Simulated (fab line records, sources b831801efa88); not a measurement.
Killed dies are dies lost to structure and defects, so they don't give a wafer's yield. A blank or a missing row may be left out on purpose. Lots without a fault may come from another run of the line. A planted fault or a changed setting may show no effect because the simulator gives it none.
A struck lot beside a sound one | flow sky130 | 17 steps out of a route of 708
Sound: wafers L868.1, L868.4, L868.6. Struck: wafers L877.3, L877.6. The cause comes at the end.
At each step with rows: each side's tool, then ch and its chambers, then its first start. Under that, the readings that differ: sound wafers | struck wafers | difference of the means | sigmas: that difference in standard deviations of wafers without a fault.
alike: readings whose means differ by less than 2 such deviations, and words and numbers that are the same on both sides. not compared: withheld readings, readings that some wafer has no value for, bounds like >300 that may hide the same value, and numbers for which the record gives no deviation and whose values overlap.
The two part at a step that has a row with sigmas, a row that says differs or no value, or rows on one side only. Numbers that don't overlap but have no deviation are shown without sigmas and don't part them. A reading that every wafer of one side lacks parts them only if that side has two wafers or more.

first, 3 steps without rows for these wafers: SKY_METAL4_CLEAN_21 (cleans in IPA, time 180 s); SKY_METAL4_CLEAN_22 (cleans in O3/DIW); SKY_VIA4_HDPCVD_00 (deposits SiO2, target thk 1750 nm, time 291.7 s).
SKY_VIA4_THK_MEAS_01:
  sound on film_metro-01, day 41 11:50; struck on film_metro-01, day 45 05:58
  alike: VIA4_HDPCVD_THK
SKY_VIA4_CMP_02: polishes SiO2.
  sound on cmp-01 ch 0,1, day 41 11:53; struck on cmp-02 ch 0,1, day 45 06:06
  alike: motor_current_A
SKY_VIA4_BOW_MEAS_03:
  sound on film_metro-04, day 41 12:11; struck on film_metro-01, day 45 06:22
  alike: VIA4_BOW
then, 6 steps without rows for these wafers: SKY_VIA4_DEHYDRATE_04 (time 60 s); SKY_VIA4_HMDS_05 (prime time 60 s); SKY_VIA4_COAT_06 (resist thk 1140 nm); SKY_VIA4_SOFTBAKE_07 (time 60 s); SKY_VIA4_EXPOSE_08 (exposes mask VIM4, target cd 800 nm); SKY_VIA4_PEB_09.
SKY_VIA4_DEVELOP_10: develop time 60 s.
  sound on litho_track-04 ch 0, day 42 11:38; struck on litho_track-02 ch 0, day 46 03:04
  alike: resist_line_temp_C
SKY_VIA4_OVL_MEAS_11:
  sound on overlay-02, day 42 11:47; struck on overlay-01, day 46 03:10
  alike: VIA4_OVL
SKY_VIA4_ETCH_12: etches SiO2 in C4F8/O2/Ar, stops on TiN, target depth 580 nm.
  sound on rie_diel-02 ch 0,1,2, day 42 11:49; struck on rie_diel-01 ch 1,3, day 46 03:12
  reading               | sound             | struck      | difference | sigmas
  model.VIA4.cd_nm (nm) | 796.5 796.5 795.8 | 739.5 740.5 | -56.3      |
  alike: oes_product_au, rf_fwd_power_W
SKY_VIA4_STRIP_13: strips in O2/N2.
  sound on plasma_asher-01 ch 0,1, day 42 11:53; struck on plasma_asher-03 ch 0, day 46 03:18
  alike: drypump_motor_current_A, oes_product_au, strip_time_to_endpoint_s
  not compared: rf_hours_counter_h
-- the record jumps here: 3 days lie between the struck wafers' starts before and after (it left off in module VIA4 and takes up again in module PAD_OPEN, whose first step shown is number 708 of the route) --
SKY_PAD_OPEN_PROBE_99:
  sound on prober-01, day 45 12:15; struck on prober-01, day 48 19:37
  reading                       | sound               | struck        | difference | sigmas
  model.etest.via4_chain.rc_ohm | 0.817 0.7614 0.8185 | 0.9252 0.8914 | +0.1093    |

WHERE THEY PART
Nowhere in this record.

WHY: what the simulator had put in
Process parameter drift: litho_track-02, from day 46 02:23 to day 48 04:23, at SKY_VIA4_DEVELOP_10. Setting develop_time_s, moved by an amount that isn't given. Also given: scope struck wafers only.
